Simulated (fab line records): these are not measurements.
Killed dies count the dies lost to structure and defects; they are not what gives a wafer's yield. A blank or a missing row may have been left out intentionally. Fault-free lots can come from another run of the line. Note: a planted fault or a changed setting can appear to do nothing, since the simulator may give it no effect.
fab line records	flow sky130
record: lots: 6	wafers: 18	lastDay: 46
route steps=708 shown VT_ADJUST_PCH@151 SONOS_TUNNEL@154 PAD_OPEN@708
lots untouched by any fault: they come from a run of this same line in which no faults occurred
startH: hours from the record's first day to the start of the lot's first wafer shown	waitH: hours elapsed since this lot's preceding step	" as in the row above	L1.1+2: several wafers, shown together as one row	- either no value or no given start	* or withheld: withheld	< > ~ a bound
route shown NAME@n: a module of which the file shows steps, and the number in the route of the first	usual: mean/standard deviation taken from wafers without a fault	same: alike in all rows	chamber/n: place in a boat	sites: the reading at each site	_std_site: the standard deviation of these	_edge_site: the outer-site mean with the inner-site mean subtracted	radiusMm: for every site, how far away it sits from the centre of the wafer	mask NAME#n: copy n	behind: the last tool/chamber to shape the wafer	hold: cause of the lot's hold/its duration in hours/its outcome	device: names the non-switching transistor (n, p or np)	end of line: the route-end tests of the same wafers	step lacking rows: just its recipe	killed: dies that structure and defects cost at the first sort, which is not the same as the wafer's yield	map: a wafer's dies, x killed, . not, _ none there
set.NAME: setting as actually run; set.NAME@STEP: the setting as run at that earlier step	model.NAME: the simulator's own value behind a step, which no gauge read
lots at selected steps of the route; one table per step, one row per wafer
services: a tool's chamber out of use, with start hour (startH, from the record's first day; less than 0 if before it), hours out, and reason
== steps ==
step: SKY_VT_ADJUST_PCH_IMPLANT_08
recipe: species: B	energyKev: 10	doseCm2: 5e+11	tiltDeg: withheld
step: SKY_VT_ADJUST_PCH_STRIP_09
recipe: chemistry: O2/N2	powerW: 1400	pressureMtorr: 1500	platenTempC: withheld	o2FlowSccm: 3000	n2FlowSccm: 300	overashFraction: 0.5
usual: drypumpMotorCurrentA: 5.92/0.17	oesProductAu: 0.722/0.0046	stripTimeToEndpointS: 36.92/0.1
lot.wafer	tool	chamber	startH	waitH	drypumpMotorCurrentA	oesProductAu	rfHoursCounterH	stripTimeToEndpointS
L815.1	plasmaAsher-02	0	209.29	0.1	5.94	0.723	51	37.08
L815.3	"	0	"	"	5.95	0.726	-	37.13
L815.6	"	0	"	"	5.95	0.724	-	36.97
L816.2	plasmaAsher-02	0	212.84	0.1	5.95	0.714	52	36.82
L816.3	"	1	"	"	6.03	0.722	-	36.88
L816.6	"	0	"	"	5.96	0.721	-	36.90
L819.1	plasmaAsher-02	1	230.35	0.1	5.97	0.723	54	37.09
L819.5	"	1	"	"	5.98	0.719	-	36.92
L819.6	"	0	"	"	5.97	0.726	-	37.09
L821.2	plasmaAsher-02	0	235.79	0.1	5.95	0.716	54	36.84
L821.4	"	0	"	"	5.94	0.721	-	36.90
L821.5	"	1	"	"	5.94	0.714	-	36.96
L823.1	plasmaAsher-02	1	248.97	0.1	5.97	0.718	55	36.95
L823.3	"	1	"	"	5.95	0.725	-	36.79
L823.6	"	0	"	"	5.96	0.719	-	36.87
L824.2	plasmaAsher-02	0	256.50	0.1	5.98	0.720	56	36.83
L824.5	"	1	"	"	5.99	0.715	-	36.82
L824.6	"	0	"	"	5.99	0.717	-	36.92
step: SKY_VT_ADJUST_PCH_TW_MEAS_10
usual: VT_ADJUST_PCH_TW: 141.8/0.9
lot.wafer	tool	chamber	startH	waitH	VT_ADJUST_PCH_TW
L815.1	filmMetro-02	-	209.44	0.1	141.6
L815.3	"	-	"	"	141.6
L815.6	"	-	"	"	141.7
L816.2	filmMetro-01	-	212.95	0.1	141.3
L816.3	"	-	"	"	141.3
L816.6	"	-	"	"	140.8
L819.1	filmMetro-01	-	230.45	0.1	141.8
L819.5	"	-	"	"	141.7
L819.6	"	-	"	"	141.5
L821.2	filmMetro-02	-	235.90	0.1	141.4
L821.4	"	-	"	"	140.5
L821.5	"	-	"	"	140.9
L823.1	filmMetro-04	-	249.07	0.1	142.2
L823.3	"	-	"	"	142.2
L823.6	"	-	"	"	141.3
L824.2	filmMetro-02	-	256.61	0.1	141.4
L824.5	"	-	"	"	141.7
L824.6	"	-	"	"	141.4
step: SKY_SONOS_TUNNEL_DEHYDRATE_00
recipe: tempC: 200	timeS: 60
step: SKY_SONOS_TUNNEL_HMDS_01
recipe: primeTimeS: 60	primeTempC: 120
step: SKY_SONOS_TUNNEL_COAT_02
recipe: resist: NOVOLAK	spinRpm: 3000	resistThkNm: 1140
step: SKY_SONOS_TUNNEL_SOFTBAKE_03
recipe: tempC: 90	timeS: 60	resist: NOVOLAK
step: SKY_SONOS_TUNNEL_EXPOSE_04
recipe: maskId: TUNM	na: 0.6	sourceShape: conventional	sigmaOuter: 0.6	polarization: unpolarized	targetCdNm: 410	doseMj: 136
step: SKY_SONOS_TUNNEL_PEB_05
recipe: tempC: withheld	timeS: *	resist: NOVOLAK
step: SKY_SONOS_TUNNEL_DEVELOP_06
recipe: resist: NOVOLAK	developer: TMAH	developTimeS: 60	devTempC: 23
step: SKY_SONOS_TUNNEL_CD_MEAS_07
recipe: targetCdNm: 410
usual: cdNm: 409.4/2.1
lot.wafer	tool	chamber	startH	waitH	cdNm
L815.1	cdSem-02	-	224.56	0.1	408.1
L815.3	"	-	"	"	406.7
L815.6	"	-	"	"	408.1
L816.2	cdSem-01	-	227.48	0.1	410.5
L816.3	"	-	"	"	411.7
L816.6	"	-	"	"	410.1
L819.1	cdSem-01	-	251.74	0.1	411.6
L819.5	"	-	"	"	411.0
L819.6	"	-	"	"	409.6
L821.2	cdSem-01	-	256.93	0.1	410.2
L821.4	"	-	"	"	411.1
L821.5	"	-	"	"	411.2
L823.1	cdSem-02	-	272.21	0.1	406.9
L823.3	"	-	"	"	408.2
L823.6	"	-	"	"	408.7
L824.2	cdSem-01	-	279.61	0.1	409.2
L824.5	"	-	"	"	407.1
L824.6	"	-	"	"	409.0
step: SKY_SONOS_TUNNEL_OVL_MEAS_08
usual: SONOS_TUNNEL_OVL: -0.1/1.6
lot.wafer	tool	chamber	startH	waitH	SONOS_TUNNEL_OVL[nm]
L815.1	overlay-02	-	224.68	0.1	-0.6
L815.3	"	-	"	"	-1.8
L815.6	"	-	"	"	-0.4
L816.2	overlay-02	-	227.58	0.1	0.4
L816.3	"	-	"	"	-0.7
L816.6	"	-	"	"	-0.3
L819.1	overlay-02	-	251.86	0.1	-0.4
L819.5	"	-	"	"	-1.8
L819.6	"	-	"	"	-1.4
L821.2	overlay-02	-	257.04	0.1	0.5
L821.4	"	-	"	"	0.7
L821.5	"	-	"	"	1.1
L823.1	overlay-01	-	272.33	0.1	-0.2
L823.3	"	-	"	"	0.4
L823.6	"	-	"	"	0.5
L824.2	overlay-01	-	279.71	0.1	1.2
L824.5	"	-	"	"	1.0
L824.6	"	-	"	"	1.4
step: SKY_SONOS_TUNNEL_IMPLANT_09
recipe: species: B	energyKev: 20	doseCm2: 1e+12	tiltDeg: withheld
lot.wafer	tool	chamber	startH	waitH
L815.1+3+6	implanter-02	0	224.71	0.0
L816.2+3+6	implanter-03	0	227.64	0.0
L819.1+5+6	implanter-02	0	251.89	0.0
L821.2+4+5	implanter-02	0	257.09	0.0
L821.2+4+5	implanter-02	0	257.41	0.3
L823.1+3+6	implanter-02	0	272.37	0.0
L823.1+3+6	implanter-02	0	272.69	0.3
L824.2+5+6	implanter-01	0	279.77	0.0
step: SKY_SONOS_TUNNEL_WET_ETCH_10
recipe: chemistry: dHF	targetDepthNm: 14	target: SiO2	dilution: 100:1	tempC: 25	timeS: 280
step: SKY_SONOS_TUNNEL_STRIP_11
recipe: chemistry: SPM	timeS: 600	tempC: 130
step: SKY_SONOS_TUNNEL_TW_MEAS_12
usual: SONOS_TUNNEL_TW: 197.1/1.9
lot.wafer	tool	chamber	startH	waitH	SONOS_TUNNEL_TW
L815.1	filmMetro-02	-	225.13	0.0	195.1
L815.3	"	-	"	"	195.0
L815.6	"	-	"	"	194.5
L816.2	filmMetro-04	-	228.04	0.0	195.8
L816.3	"	-	"	"	195.5
L816.6	"	-	"	"	194.5
L819.1	filmMetro-03	-	252.31	0.0	199.0
L819.5	"	-	"	"	198.2
L819.6	"	-	"	"	200.4
L821.2	filmMetro-02	-	257.81	0.0	239.2
L821.4	"	-	"	"	237.9
L821.5	"	-	"	"	238.3
L823.1	filmMetro-02	-	273.12	0.0	240.4
L823.3	"	-	"	"	238.8
L823.6	"	-	"	"	239.5
L824.2	filmMetro-04	-	280.19	0.0	196.9
L824.5	"	-	"	"	196.8
L824.6	"	-	"	"	195.7
step: SKY_SONOS_TUNNEL_CLEAN_13
recipe: chemistry: dHF	timeS: 20	dilution: 100:1	dry: ipaMarangoni
step: SKY_PAD_OPEN_PROBE_99
usual: killed_at_M0_to_M3: 43/7	killed_at_M4_up: 2.7/1.6	killedAtContacts: 24/5.3	killedAtFrontEnd: 16/4.6	killedAtOther: 0.3/0.53	killedDies: 86/9.3	killedOpen: 47/6.9	killedShort: 38/6.1
same: grossDies: 492	killedAtBackSide: 0
lot.wafer	tool	chamber	startH	waitH	killed_at_M0_to_M3	killed_at_M4_up	killedAtContacts	killedAtFrontEnd	killedAtOther	killedDies	killedOpen	killedShort	model.etest.tipSonos.rsOhmSq	model.etest.sonosUncharged.rOnOhmUm	model.etest.sonosErased.driveUaUm	model.etest.sonosBaked.vtV	model.etest.sonosProgrammed.vtV	model.etest.sonosUncharged.vtV	model.etest.sonosErased.vtV
L815.1	prober-01	-	1051.08	0.1	38	6	14	18	0	76	39	37	2672	799.3	180.3	0.9102	1.426	-0.4235	-2.316
L815.3	prober-01	-	1051.18	0.2	45	2	18	18	0	83	47	36	2658	796.4	187.3	0.9859	1.415	-0.445	-2.308
L815.6	prober-01	-	1051.33	0.2	54	2	23	18	1	98	48	50	2667	823	225.1	0.9733	1.45	-0.4282	-2.336
L816.2	prober-01	-	1061.04	0.1	36	1	21	16	1	75	32	43	2777	808.4	203.6	0.9323	1.535	-0.4354	-2.349
L816.3	prober-01	-	1061.09	0.2	37	4	23	11	1	76	40	36	2773	834	182.7	0.9497	1.411	-0.3877	-2.274
L816.6	prober-01	-	1061.24	0.2	44	4	15	13	0	76	39	37	2745	814.3	177.7	0.9588	1.454	-0.4381	-2.274
L819.1	prober-01	-	1077.26	0.1	46	4	18	19	1	88	48	40	2680	812.5	176.2	0.9266	1.357	-0.4534	-2.188
L819.5	prober-01	-	1077.46	0.2	46	0	24	8	0	78	46	32	2687	815.4	163.1	0.9132	1.403	-0.4381	-2.171
L819.6	prober-01	-	1077.51	0.2	46	4	22	10	0	82	48	34	2676	818.3	201	0.8301	1.396	-0.4177	-2.251
L821.2	prober-02	-	1078.86	0.1	41	3	29	13	0	86	43	43	2884	864.1	157.7	1.215	1.729	-0.2213	-2.026
L821.4	prober-02	-	1078.96	0.2	48	3	19	11	1	82	44	38	2912	866.1	158.5	1.162	1.614	-0.1857	-1.975
L821.5	prober-02	-	1079.01	0.2	51	3	26	14	0	94	57	37	2870	872.1	164.7	1.175	1.728	-0.1725	-1.995
L823.1	prober-01	-	1090.31	0.1	34	5	27	10	0	76	37	38	2692	874.1	185.4	1.244	1.698	-0.1912	-2.075
L823.3	prober-01	-	1090.41	0.2	37	3	22	11	0	73	35	37	2684	882.7	182	1.292	1.766	-0.1796	-2.089
L823.6	prober-01	-	1090.56	0.2	34	1	31	22	0	88	46	41	2684	878.6	191.9	1.222	1.766	-0.2107	-2.072
L824.2	prober-02	-	1097.75	0.1	41	4	16	24	0	85	38	47	2623	803	221.8	0.9267	1.457	-0.4339	-2.367
L824.5	prober-02	-	1097.90	0.2	38	4	20	16	0	78	38	40	2636	801.1	195.9	0.9264	1.48	-0.4387	-2.32
L824.6	prober-02	-	1097.95	0.2	53	2	27	15	0	97	56	41	2588	797.6	211.5	0.961	1.509	-0.4451	-2.381
killed by level:class
L815.1 VIA2:geometricParticle:open=7 VIA3:geometricParticle:open=7 FIELD_ISO:geometricParticle:open=5 VIA1:geometricParticle:short=5 VIA1:geometricParticle:open=5 METAL4:geometricParticle:short=5 SPACER:geometricParticle:open=4 CONTACT:geometricParticle:open=4
L815.3 METAL2:geometricParticle:short=10 CONTACT:geometricParticle:open=8 VIA1:geometricParticle:open=8 VIA1:geometricParticle:short=8 VIA2:geometricParticle:open=6 FIELD_ISO:geometricParticle:short=5 POLY_GATE:geometricParticle:open=5 FIELD_ISO:geometricParticle:open=4
L815.6 VIA1:geometricParticle:open=13 CONTACT:geometricParticle:open=8 METAL2:geometricParticle:short=8 VIA2:geometricParticle:short=8 POLY_GATE:geometricParticle:open=7 CONTACT:geometricParticle:short=7 POLY_GATE:geometricParticle:short=5 METAL1:geometricParticle:short=5
L816.2 VIA1:geometricParticle:open=9 METAL1:geometricParticle:short=6 POLY_GATE:geometricParticle:short=6 CONTACT:geometricParticle:open=6 FIELD_ISO:geometricParticle:short=5 CONTACT:geometricParticle:short=5 VIA1:geometricParticle:short=5 LOCAL_INTERCONNECT:geometricParticle:short=4
L816.3 VIA1:geometricParticle:open=10 LOCAL_INTERCONNECT:geometricParticle:short=7 FIELD_ISO:geometricParticle:open=6 VIA3:geometricParticle:open=5 CONTACT:geometricParticle:open=5 LI_CONTACT:geometricParticle:open=4 CONTACT:geometricParticle:short=4 VIA1:geometricParticle:short=4
L816.6 CONTACT:geometricParticle:open=10 METAL1:geometricParticle:short=9 VIA1:geometricParticle:short=8 VIA1:geometricParticle:open=7 VIA3:geometricParticle:open=7 VIA2:geometricParticle:open=4 FIELD_ISO:geometricParticle:open=3 VIA2:geometricParticle:short=3
L819.1 VIA1:geometricParticle:open=11 VIA3:geometricParticle:open=7 LI_CONTACT:geometricParticle:open=6 CONTACT:geometricParticle:open=5 METAL1:geometricParticle:short=5 VIA2:geometricParticle:open=4 VIA2:geometricParticle:short=4 METAL3:geometricParticle:short=4
L819.5 VIA1:geometricParticle:open=12 VIA3:geometricParticle:open=11 LI_CONTACT:geometricParticle:open=8 CONTACT:geometricParticle:open=6 VIA2:geometricParticle:open=5 LOCAL_INTERCONNECT:geometricParticle:short=5 METAL1:geometricParticle:short=5 VIA1:geometricParticle:short=4
L819.6 VIA1:geometricParticle:open=9 METAL2:geometricParticle:short=8 CONTACT:geometricParticle:open=7 VIA3:geometricParticle:open=7 VIA2:geometricParticle:open=6 VIA1:geometricParticle:short=6 CONTACT:geometricParticle:short=5 LI_CONTACT:geometricParticle:open=5
L821.2 LI_CONTACT:geometricParticle:open=10 VIA1:geometricParticle:open=9 METAL2:geometricParticle:short=7 LI_CONTACT:geometricParticle:short=6 LOCAL_INTERCONNECT:geometricParticle:short=6 POLY_GATE:geometricParticle:short=5 CONTACT:geometricParticle:open=5 VIA3:geometricParticle:open=5
L821.4 METAL2:geometricParticle:short=9 VIA1:geometricParticle:open=9 VIA3:geometricParticle:open=9 LI_CONTACT:geometricParticle:open=6 VIA2:geometricParticle:open=6 CONTACT:geometricParticle:open=5 METAL1:geometricParticle:short=5 LI_CONTACT:geometricParticle:short=4
L821.5 VIA1:geometricParticle:open=12 LI_CONTACT:geometricParticle:open=10 VIA3:geometricParticle:open=9 VIA2:geometricParticle:open=8 CONTACT:geometricParticle:open=7 METAL2:geometricParticle:short=7 LI_CONTACT:geometricParticle:short=4 METAL1:geometricParticle:short=4
L823.1 CONTACT:geometricParticle:open=11 METAL1:geometricParticle:short=8 LOCAL_INTERCONNECT:geometricParticle:short=5 LI_CONTACT:geometricParticle:open=4 METAL4:geometricParticle:short=4 METAL2:geometricParticle:short=4 VIA1:geometricParticle:open=4 FIELD_ISO:geometricParticle:open=3
L823.3 VIA1:geometricParticle:open=10 CONTACT:geometricParticle:open=8 VIA3:geometricParticle:open=6 METAL1:geometricParticle:short=5 METAL2:geometricParticle:short=5 LI_CONTACT:geometricParticle:short=4 VIA2:geometricParticle:open=4 POLY_CUT:geometricParticle:short=3
L823.6 CONTACT:geometricParticle:open=12 CONTACT:geometricParticle:short=9 VIA1:geometricParticle:open=7 POLY_GATE:geometricParticle:short=6 VIA3:geometricParticle:open=6 METAL2:geometricParticle:short=6 FIELD_ISO:geometricParticle:short=5 LI_CONTACT:geometricParticle:open=5
L824.2 VIA2:geometricParticle:open=8 METAL1:geometricParticle:short=8 FIELD_ISO:geometricParticle:open=7 CONTACT:geometricParticle:short=7 VIA3:geometricParticle:open=5 POLY_GATE:geometricParticle:short=4 POLY_GATE:geometricParticle:open=4 VIA1:geometricParticle:short=4
L824.5 VIA1:geometricParticle:open=11 METAL2:geometricParticle:short=8 LOCAL_INTERCONNECT:geometricParticle:short=5 LI_CONTACT:geometricParticle:open=5 METAL1:geometricParticle:short=5 FIELD_ISO:geometricParticle:open=4 CONTACT:geometricParticle:open=4 VIA2:geometricParticle:short=4
L824.6 VIA1:geometricParticle:open=14 CONTACT:geometricParticle:open=11 LI_CONTACT:geometricParticle:open=8 METAL2:geometricParticle:short=8 METAL1:geometricParticle:short=7 VIA3:geometricParticle:open=7 POLY_GATE:geometricParticle:open=5 FIELD_ISO:geometricParticle:open=4
== services ==
tool	chamber	startH	hours	kind
implanter-02	-	225.19	5.8	repair
implanter-02	-	240.19	3.1	repair
implanter-03	-	240.34	2.8	repair
implanter-01	-	251.56	28.1	repair
== key ==
firstSign: step: SKY_SONOS_TUNNEL_IMPLANT_09	reading: visit	direction: added
effect: step: SKY_SONOS_TUNNEL_TW_MEAS_12	reading: SONOS_TUNNEL_TW	direction: up	sigmas: 23	usual: 197.1	struck: 239.0
modelEffect: step: SKY_PAD_OPEN_PROBE_99	value: etest.tipSonos.rsOhmSq	without: 2646	struck: 2788
metAt SKY_SONOS_TUNNEL_IMPLANT_09
struckWafers L821.2,L821.4,L821.5,L823.1,L823.3,L823.6
testerLeftOut L821,L823
fault: kind: repeatedStepWhole	tool: implanter-01,implanter-02,implanter-03	chamber: -	onsetH: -	steps: SKY_SONOS_TUNNEL_IMPLANT_09	times: 1	scope: struckLotsOnly
testerLeftOut: of these lots the tester's yield and bins aren't shown, on N5 and GAA mostly nor the transistor test; their killed dies are dies lost to structure and defects alone, not to doping, threshold or leakage, so they don't give the yield
